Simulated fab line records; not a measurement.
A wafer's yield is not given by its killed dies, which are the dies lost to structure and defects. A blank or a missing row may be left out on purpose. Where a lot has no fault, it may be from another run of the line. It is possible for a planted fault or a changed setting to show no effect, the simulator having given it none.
fab line records ; flow sky130
record lots=14; wafers=42; lastDay=50
route steps=708 shown FIELD_ISO@24 NWELL@76 VT_ADJUST_NCORE@129 VT_ADJUST_HVTR@141 SONOS_ONO@171
lots untouched by any fault: they come from a run of this same line in which no faults occurred
startH: hours from the record's first day to the start of the lot's first wafer shown ; waitH: time in hours since the lot's previous step ; " the same as in the row above ; L1.1+2: one row covering several wafers at once ; - either no value or no given start ; * or withheld: withheld ; < > ~ a bound
route shown NAME@n: a module of which the file shows steps, and the number in the route of the first ; usual: the fault-free wafers' mean and standard deviation ; same: alike in all rows ; chamber/n: place in a boat ; sites: readings site by site ; _std_site: the values' standard deviation ; _edge_site: inner sites' mean taken away from outer sites' mean ; radiusMm: how far each site lies from the wafer's centre ; mask NAME#n: copy n ; behind: tool/chamber where the wafer was last shaped ; hold: cause of the lot's hold/its duration in hours/its outcome ; device: names the non-switching transistor (n, p or np) ; end of line: tests run on the same wafers once the route is complete ; a step given without rows: its recipe and nothing more ; killed: at the first sort, the dies lost to defects and structure; wafer yield is something else ; map: a wafer's dies, marking killed ones x, the rest . and places with no die _
set.NAME: the setting as run; set.NAME@STEP: as run at that earlier step ; model.NAME: the simulator's own value behind a step, which no gauge read
a sample of lots followed through the steps of the route, with each step as a table and each wafer as a row
services: from which hour (startH, from the record's first day; less than 0 if before it) a tool's chamber was out of use, for how many hours, and why
## steps
# step SKY_FIELD_ISO_THK_MEAS_23
# recipe reads=SiO2_of_FIELD_ISO_OXIDATION_22
# usual FIELD_ISO_OXIDATION_01_THK=9.80/0.21
lot.wafer;tool;chamber;startH;waitH;FIELD_ISO_OXIDATION_01_THK[nm]
L916.1;filmMetro-03;-;31.06;0.0;10.03
L916.4;filmMetro-03;-;31.06;0.0;10.27
L916.6;filmMetro-03;-;31.06;0.0;10.12
L917.2;filmMetro-04;-;38.95;0.0;9.68
L917.4;filmMetro-04;-;38.95;0.0;9.75
L917.5;filmMetro-04;-;38.95;0.0;9.76
L918.2;filmMetro-02;-;41.28;0.0;10.02
L918.3;filmMetro-02;-;41.28;0.0;10.06
L918.5;filmMetro-02;-;41.28;0.0;10.02
L919.2;filmMetro-03;-;45.91;0.0;9.52
L919.4;filmMetro-03;-;45.91;0.0;9.48
L919.5;filmMetro-03;-;45.91;0.0;9.58
L921.2;filmMetro-02;-;63.78;0.0;9.85
L921.4;filmMetro-02;-;63.78;0.0;9.76
L921.6;filmMetro-02;-;63.78;0.0;9.62
L923.2;filmMetro-02;-;72.12;0.0;9.60
L923.3;filmMetro-02;-;72.12;0.0;9.65
L923.6;filmMetro-02;-;72.12;0.0;9.84
L924.1;filmMetro-04;-;75.11;0.0;10.16
L924.3;filmMetro-04;-;75.11;0.0;10.14
L924.6;filmMetro-04;-;75.11;0.0;10.03
L925.2;filmMetro-04;-;80.76;0.0;9.56
L925.3;filmMetro-04;-;80.76;0.0;9.66
L925.4;filmMetro-04;-;80.76;0.0;9.70
L927.1;filmMetro-03;-;92.38;0.0;9.80
L927.2;filmMetro-03;-;92.38;0.0;9.99
L927.4;filmMetro-03;-;92.38;0.0;10.04
L928.3;filmMetro-04;-;96.15;0.0;9.72
L928.5;filmMetro-04;-;96.15;0.0;9.80
L928.6;filmMetro-04;-;96.15;0.0;9.82
L929.1;filmMetro-02;-;100.21;0.0;9.72
L929.2;filmMetro-02;-;100.21;0.0;9.82
L929.4;filmMetro-02;-;100.21;0.0;9.81
L930.2;filmMetro-02;-;104.20;0.0;9.78
L930.3;filmMetro-02;-;104.20;0.0;9.67
L930.6;filmMetro-02;-;104.20;0.0;9.89
L937.2;filmMetro-04;-;144.21;0.0;9.88
L937.3;filmMetro-04;-;144.21;0.0;9.83
L937.4;filmMetro-04;-;144.21;0.0;9.66
L938.2;filmMetro-03;-;151.05;0.0;9.52
L938.4;filmMetro-03;-;151.05;0.0;9.73
L938.6;filmMetro-03;-;151.05;0.0;9.64
# step SKY_NWELL_OVL_MEAS_23
# usual NWELL_01_OVL=-0.6/1.2
lot.wafer;tool;chamber;startH;waitH;NWELL_01_OVL[nm]
L916.1;overlay-01;-;103.55;-;1.3
L916.4;overlay-01;-;103.55;-;-0.7
L916.6;overlay-01;-;103.55;-;-0.5
L917.2;overlay-02;-;110.96;-;-1.0
L917.4;overlay-02;-;110.96;-;0.2
L917.5;overlay-02;-;110.96;-;1.4
L918.2;overlay-02;-;112.71;-;-0.7
L918.3;overlay-02;-;112.71;-;-0.6
L918.5;overlay-02;-;112.71;-;-0.6
L919.2;overlay-01;-;121.29;-;-0.5
L919.4;overlay-01;-;121.29;-;1.3
L919.5;overlay-01;-;121.29;-;1.2
L921.2;overlay-01;-;146.89;-;-1.7
L921.4;overlay-01;-;146.89;-;-0.2
L921.6;overlay-01;-;146.89;-;-0.3
L923.2;overlay-02;-;154.64;-;-2.7
L923.3;overlay-02;-;154.64;-;-1.3
L923.6;overlay-02;-;154.64;-;-0.2
L924.1;overlay-02;-;154.98;-;-0.5
L924.3;overlay-02;-;154.98;-;-3.1
L924.6;overlay-02;-;154.98;-;-3.4
L925.2;overlay-01;-;162.91;-;-1.2
L925.3;overlay-01;-;162.91;-;-0.3
L925.4;overlay-01;-;162.91;-;-1.3
L927.1;overlay-01;-;178.15;-;-1.3
L927.2;overlay-01;-;178.15;-;-1.5
L927.4;overlay-01;-;178.15;-;-3.5
L928.3;overlay-01;-;184.05;-;-0.3
L928.5;overlay-01;-;184.05;-;-0.4
L928.6;overlay-01;-;184.05;-;-2.5
L929.1;overlay-01;-;187.39;-;-1.7
L929.2;overlay-01;-;187.39;-;-1.0
L929.4;overlay-01;-;187.39;-;-1.0
L930.2;overlay-02;-;190.14;-;0.4
L930.3;overlay-02;-;190.14;-;-0.9
L930.6;overlay-02;-;190.14;-;-0.8
L937.2;overlay-01;-;239.66;-;0.1
L937.3;overlay-01;-;239.66;-;-1.1
L937.4;overlay-01;-;239.66;-;-0.5
L938.2;overlay-01;-;244.00;-;-0.3
L938.4;overlay-01;-;244.00;-;-1.8
L938.6;overlay-01;-;244.00;-;0.4
# step SKY_VT_ADJUST_NCORE_STRIP_10
# recipe chemistry=O2/N2; powerW=1400; pressureMtorr=1500; platenTempC=withheld; o2FlowSccm=3000; n2FlowSccm=300; overashFraction=0.5
# usual chamberPressureMTorr=1500.0/1.5; drypumpMotorCurrentA=5.47/0.25; oesProductAu=0.715/0.0043; stripTimeToEndpointS=14.17/0.047
lot.wafer;tool;chamber;startH;waitH;chamberPressureMTorr;drypumpMotorCurrentA;oesProductAu;rfHoursCounterH;stripTimeToEndpointS
L916.1;plasmaAsher-01;1;184.80;0.1;1501.2;5.69;0.714;51;14.12
L916.4;plasmaAsher-01;0;184.80;0.1;1502.8;5.22;0.715;-;14.10
L916.6;plasmaAsher-01;1;184.80;0.1;1499.9;5.66;0.717;-;14.11
L917.2;plasmaAsher-02;0;192.47;0.1;1497.0;5.67;0.716;37;14.17
L917.4;plasmaAsher-02;1;192.47;0.1;1500.6;5.06;0.721;-;14.17
L917.5;plasmaAsher-02;1;192.47;0.1;1501.8;5.07;0.713;-;14.19
L918.2;plasmaAsher-02;1;195.15;0.1;1499.8;5.10;0.711;37;14.17
L918.3;plasmaAsher-02;0;195.15;0.1;1499.9;5.67;0.714;-;14.18
L918.5;plasmaAsher-02;0;195.15;0.1;1500.1;5.69;0.715;-;14.17
L919.2;plasmaAsher-03;1;205.67;0.1;1498.5;5.65;0.720;52;14.16
L919.4;plasmaAsher-03;1;205.67;0.1;1499.0;5.64;0.719;-;14.16
L919.5;plasmaAsher-03;1;205.67;0.1;1499.6;5.66;0.719;-;14.13
L921.2;plasmaAsher-03;0;233.87;0.1;1499.8;5.56;0.712;55;14.13
L921.4;plasmaAsher-03;0;233.87;0.1;1499.6;5.57;0.713;-;14.13
L921.6;plasmaAsher-03;1;233.87;0.1;1500.8;5.64;0.711;-;14.16
L923.2;plasmaAsher-03;1;242.15;0.1;1497.5;5.65;0.724;55;14.22
L923.3;plasmaAsher-03;0;242.15;0.1;1500.2;5.59;0.717;-;14.16
L923.6;plasmaAsher-03;1;242.15;0.1;1501.9;5.65;0.725;-;14.22
L924.1;plasmaAsher-01;0;242.45;0.1;1500.3;5.24;0.714;56;14.17
L924.3;plasmaAsher-01;1;242.45;0.1;1500.0;5.70;0.723;-;14.17
L924.6;plasmaAsher-01;1;242.45;0.1;1498.8;5.67;0.713;-;14.16
L925.2;plasmaAsher-02;1;253.40;0.1;1501.2;5.11;0.721;42;14.18
L925.3;plasmaAsher-02;0;253.40;0.1;1497.9;5.69;0.709;-;14.19
L925.4;plasmaAsher-02;1;253.40;0.1;1499.1;5.10;0.714;-;14.21
L927.1;plasmaAsher-01;0;268.12;0.1;-;-;-;-;-
L927.2;plasmaAsher-01;1;268.12;0.1;-;-;-;-;-
L927.4;plasmaAsher-01;0;268.12;0.1;-;-;-;-;-
L928.3;plasmaAsher-02;1;276.56;0.1;-;-;-;-;-
L928.5;plasmaAsher-02;0;276.56;0.1;-;-;-;-;-
L928.6;plasmaAsher-02;1;276.56;0.1;-;-;-;-;-
L929.1;plasmaAsher-02;0;278.82;0.1;1500.6;5.70;0.714;45;14.13
L929.2;plasmaAsher-02;1;278.82;0.1;1497.2;5.09;0.719;45;14.17
L929.4;plasmaAsher-02;0;278.82;0.1;1503.0;5.70;0.715;-;14.17
L930.2;plasmaAsher-03;1;281.50;0.1;1499.6;5.65;0.717;59;14.20
L930.3;plasmaAsher-03;1;281.50;0.1;1502.0;5.67;0.713;-;14.19
L930.6;plasmaAsher-03;0;281.50;0.1;1499.9;5.60;0.712;-;14.18
L937.2;plasmaAsher-02;1;338.62;0.1;1500.2;5.06;0.718;51;14.24
L937.3;plasmaAsher-02;0;338.62;0.1;1499.3;5.69;0.718;-;14.26
L937.4;plasmaAsher-02;1;338.62;0.1;1500.1;5.07;0.711;-;14.23
L938.2;plasmaAsher-01;1;344.27;0.1;1497.6;5.73;0.721;66;14.18
L938.4;plasmaAsher-01;0;344.27;0.1;1498.3;5.24;0.721;-;14.22
L938.6;plasmaAsher-01;1;344.27;0.1;1502.2;5.69;0.721;-;14.20
# step SKY_VT_ADJUST_HVTR_STRIP_10
# recipe chemistry=O2/N2; powerW=1400; pressureMtorr=1500; platenTempC=withheld; o2FlowSccm=3000; n2FlowSccm=300; overashFraction=0.5
# usual chamberPressureMTorr=1500.0/1.3; drypumpMotorCurrentA=5.6/0.41; oesProductAu=0.716/0.0049; stripTimeToEndpointS=14.19/0.038
lot.wafer;tool;chamber;startH;waitH;chamberPressureMTorr;drypumpMotorCurrentA;oesProductAu;rfHoursCounterH;stripTimeToEndpointS
L916.1;plasmaAsher-02;1;206.94;0.1;1499.3;5.1;0.712;38;14.20
L916.4;plasmaAsher-02;0;206.94;0.1;1501.2;5.7;0.716;-;14.20
L916.6;plasmaAsher-02;1;206.94;0.1;1500.0;5.1;0.714;-;14.17
L917.2;plasmaAsher-01;1;214.31;0.1;1500.5;5.6;0.717;53;14.20
L917.4;plasmaAsher-01;1;214.31;0.1;1501.8;5.7;0.720;-;14.21
L917.5;plasmaAsher-01;1;214.31;0.1;1499.1;5.7;0.722;-;14.23
L918.2;plasmaAsher-04;1;217.34;0.1;1499.6;6.3;0.721;10;14.18
L918.3;plasmaAsher-04;0;217.34;0.1;1500.2;6.0;0.718;-;14.11
L918.5;plasmaAsher-04;1;217.34;0.1;1498.2;6.3;0.720;-;14.19
L919.2;plasmaAsher-01;0;228.00;0.1;1501.0;5.2;0.712;55;14.18
L919.4;plasmaAsher-01;1;228.00;0.1;1499.7;5.7;0.722;-;14.14
L919.5;plasmaAsher-01;0;228.00;0.1;1500.3;5.2;0.723;-;14.15
L921.2;plasmaAsher-01;1;257.95;0.1;1499.7;5.7;0.715;58;14.20
L921.4;plasmaAsher-01;0;257.95;0.1;1502.2;5.2;0.720;-;14.25
L921.6;plasmaAsher-01;1;257.95;0.1;1500.3;5.7;0.720;-;14.25
L923.2;plasmaAsher-01;1;266.51;0.1;1500.1;5.7;0.725;58;14.24
L923.3;plasmaAsher-01;0;266.51;0.1;1499.4;5.2;0.719;-;14.23
L923.6;plasmaAsher-01;0;266.51;0.1;1500.4;5.2;0.717;-;14.19
L924.1;plasmaAsher-02;0;266.75;0.1;1500.6;5.7;0.710;44;14.20
L924.3;plasmaAsher-02;1;266.75;0.1;1499.0;5.0;0.711;-;14.19
L924.6;plasmaAsher-02;1;266.75;0.1;1502.0;5.1;0.721;-;14.13
L925.2;plasmaAsher-01;0;277.05;0.1;1499.9;5.2;0.718;60;14.18
L925.3;plasmaAsher-01;1;277.05;0.1;1501.2;5.7;0.715;-;14.22
L925.4;plasmaAsher-01;0;277.05;0.1;1500.5;5.2;0.713;-;14.23
L927.1;plasmaAsher-02;1;290.16;0.1;1501.1;5.1;0.713;46;31.40
L927.2;plasmaAsher-02;0;290.16;0.1;1498.3;5.7;0.715;46;31.28
L927.4;plasmaAsher-02;1;290.16;0.1;1501.2;5.1;0.721;-;31.38
L928.3;plasmaAsher-04;0;299.42;0.1;1499.9;6.0;0.711;-;31.22
L928.5;plasmaAsher-04;0;299.42;0.1;1500.6;6.0;0.713;-;31.25
L928.6;plasmaAsher-04;1;299.42;0.1;1500.0;6.3;0.726;-;31.23
L929.1;plasmaAsher-02;1;303.35;0.1;1498.7;5.1;0.715;47;14.20
L929.2;plasmaAsher-02;0;303.35;0.1;1498.1;5.7;0.717;47;14.21
L929.4;plasmaAsher-02;0;303.35;0.1;1500.7;5.7;0.722;-;14.19
L930.2;plasmaAsher-04;1;306.10;0.2;1502.0;6.3;0.716;18;14.14
L930.3;plasmaAsher-04;0;306.10;0.2;1498.3;5.9;0.717;-;14.12
L930.6;plasmaAsher-04;1;306.10;0.2;1497.9;6.4;0.710;-;14.15
L937.2;plasmaAsher-04;0;366.05;0.1;1501.5;5.9;0.716;24;14.16
L937.3;plasmaAsher-04;1;366.05;0.1;1501.9;6.3;0.719;-;14.15
L937.4;plasmaAsher-04;0;366.05;0.1;1498.9;6.0;0.715;-;14.13
L938.2;plasmaAsher-04;0;371.76;0.1;1500.9;6.0;0.718;25;14.23
L938.4;plasmaAsher-04;0;371.76;0.1;1500.9;5.9;0.711;-;14.18
L938.6;plasmaAsher-04;1;371.76;0.1;1498.8;6.4;0.723;-;14.21
# step SKY_VT_ADJUST_HVTR_TW_MEAS_11
# usual VT_ADJUST_HVTR_TW=211.4/2.1
lot.wafer;tool;chamber;startH;waitH;VT_ADJUST_HVTR_TW
L916.1;filmMetro-01;-;207.04;0.1;207.0
L916.4;filmMetro-01;-;207.04;0.1;208.8
L916.6;filmMetro-01;-;207.04;0.1;208.2
L917.2;filmMetro-02;-;214.42;0.1;212.1
L917.4;filmMetro-02;-;214.42;0.1;212.6
L917.5;filmMetro-02;-;214.42;0.1;213.5
L918.2;filmMetro-04;-;217.45;0.1;213.7
L918.3;filmMetro-04;-;217.45;0.1;214.3
L918.5;filmMetro-04;-;217.45;0.1;213.3
L919.2;filmMetro-04;-;228.11;0.1;212.2
L919.4;filmMetro-04;-;228.11;0.1;213.4
L919.5;filmMetro-04;-;228.11;0.1;213.6
L921.2;filmMetro-02;-;258.06;0.1;213.2
L921.4;filmMetro-02;-;258.06;0.1;212.8
L921.6;filmMetro-02;-;258.06;0.1;213.4
L923.2;filmMetro-01;-;266.62;0.1;207.4
L923.3;filmMetro-01;-;266.62;0.1;206.5
L923.6;filmMetro-01;-;266.62;0.1;207.8
L924.1;filmMetro-02;-;266.85;0.1;212.2
L924.3;filmMetro-02;-;266.85;0.1;211.9
L924.6;filmMetro-02;-;266.85;0.1;212.6
L925.2;filmMetro-02;-;277.16;0.1;213.0
L925.3;filmMetro-02;-;277.16;0.1;213.2
L925.4;filmMetro-02;-;277.16;0.1;212.8
L927.1;filmMetro-04;-;290.26;0.1;30.2
L927.2;filmMetro-04;-;290.26;0.1;30.2
L927.4;filmMetro-04;-;290.26;0.1;30.1
L928.3;filmMetro-04;-;299.51;0.1;30.1
L928.5;filmMetro-04;-;299.51;0.1;30.2
L928.6;filmMetro-04;-;299.51;0.1;30.1
L929.1;filmMetro-01;-;303.45;0.1;209.6
L929.2;filmMetro-01;-;303.45;0.1;210.0
L929.4;filmMetro-01;-;303.45;0.1;208.7
L930.2;filmMetro-02;-;306.21;0.1;212.9
L930.3;filmMetro-02;-;306.21;0.1;212.5
L930.6;filmMetro-02;-;306.21;0.1;212.6
L937.2;filmMetro-01;-;366.16;0.1;210.3
L937.3;filmMetro-01;-;366.16;0.1;209.9
L937.4;filmMetro-01;-;366.16;0.1;210.6
L938.2;filmMetro-02;-;371.87;0.1;213.3
L938.4;filmMetro-02;-;371.87;0.1;212.7
L938.6;filmMetro-02;-;371.87;0.1;213.3
# step SKY_SONOS_ONO_THK_MEAS_03
# recipe reads=Si3N4_of_SONOS_ONO_CVD_02
# usual SONOS_ONO_CVD_02_THK=10.38/0.14
lot.wafer;tool;chamber;startH;waitH;SONOS_ONO_CVD_02_THK[nm]
L916.1;filmMetro-03;-;284.28;0.0;10.30
L916.4;filmMetro-03;-;284.28;0.0;10.34
L916.6;filmMetro-03;-;284.28;0.0;10.20
L917.2;filmMetro-04;-;284.29;0.0;10.38
L917.4;filmMetro-04;-;284.29;0.0;10.34
L917.5;filmMetro-04;-;284.29;0.0;10.35
L918.2;filmMetro-02;-;284.33;0.1;10.22
L918.3;filmMetro-02;-;284.33;0.1;10.44
L918.5;filmMetro-02;-;284.33;0.1;10.17
L919.2;filmMetro-03;-;284.35;0.1;10.39
L919.4;filmMetro-03;-;284.35;0.1;10.58
L919.5;filmMetro-03;-;284.35;0.1;10.47
L921.2;filmMetro-03;-;310.13;0.0;10.63
L921.4;filmMetro-03;-;310.13;0.0;10.67
L921.6;filmMetro-03;-;310.13;0.0;10.57
L924.1;filmMetro-02;-;318.48;0.0;10.54
L924.3;filmMetro-02;-;318.48;0.0;10.63
L924.6;filmMetro-02;-;318.48;0.0;10.53
L923.2;filmMetro-03;-;318.49;0.0;10.25
L923.3;filmMetro-03;-;318.49;0.0;10.36
L923.6;filmMetro-03;-;318.49;0.0;10.18
L925.2;filmMetro-04;-;330.27;0.0;10.55
L925.3;filmMetro-04;-;330.27;0.0;10.66
L925.4;filmMetro-04;-;330.27;0.0;10.68
L927.1;filmMetro-02;-;347.90;0.0;10.28
L927.2;filmMetro-02;-;347.90;0.0;10.36
L927.4;filmMetro-02;-;347.90;0.0;10.23
L928.3;filmMetro-04;-;355.59;0.0;10.20
L928.5;filmMetro-04;-;355.59;0.0;10.26
L928.6;filmMetro-04;-;355.59;0.0;10.36
L929.1;filmMetro-02;-;361.61;0.0;10.42
L929.2;filmMetro-02;-;361.61;0.0;10.43
L929.4;filmMetro-02;-;361.61;0.0;10.48
L930.2;filmMetro-04;-;363.92;0.0;10.21
L930.3;filmMetro-04;-;363.92;0.0;10.27
L930.6;filmMetro-04;-;363.92;0.0;10.25
L937.2;filmMetro-04;-;430.91;0.0;10.19
L937.3;filmMetro-04;-;430.91;0.0;10.14
L937.4;filmMetro-04;-;430.91;0.0;10.17
L938.2;filmMetro-02;-;435.72;0.0;10.28
L938.4;filmMetro-02;-;435.72;0.0;10.22
L938.6;filmMetro-02;-;435.72;0.0;10.29
## services
tool;chamber;startH;hours;kind
plasmaAsher-04;-;331.16;0.5;repair
plasmaAsher-02;-;369.42;8.3;repair
## key
firstSign step=SKY_VT_ADJUST_NCORE_STRIP_10; reading=toolRecord; direction=missing
effect step=SKY_VT_ADJUST_HVTR_STRIP_10; reading=stripTimeToEndpointS; direction=up; sigmas=99+; usual=*; struck=*
effect step=SKY_VT_ADJUST_HVTR_TW_MEAS_11; reading=VT_ADJUST_HVTR_TW; direction=down; sigmas=85; usual=211.4; struck=30.2
metAt SKY_VT_ADJUST_NCORE_STRIP_10
struckLots L927,L928
sortLeftOut L927.1,L927.2,L927.4,L928.3,L928.5,L928.6
testerLeftOut L927,L928
notActingAt SKY_FIELD_ISO_THK_MEAS_23,SKY_NWELL_OVL_MEAS_23,SKY_SONOS_ONO_THK_MEAS_03
onsetBetween 253.40 268.12
fault kind=skippedStepWhole; tool=plasmaAsher-01,plasmaAsher-02; chamber=-; onsetH=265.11; steps=SKY_VT_ADJUST_NCORE_STRIP_10; scope=struckLotsOnly
# testerLeftOut: of these lots the tester's yield and bins aren't shown, on N5 and GAA mostly nor the transistor test; their killed dies are dies lost to structure and defects alone, not to doping, threshold or leakage, so they don't give the yield
# sortLeftOut: the simulated sort isn't trusted on such a fault, so these wafers' sort isn't shown, and their yield isn't known
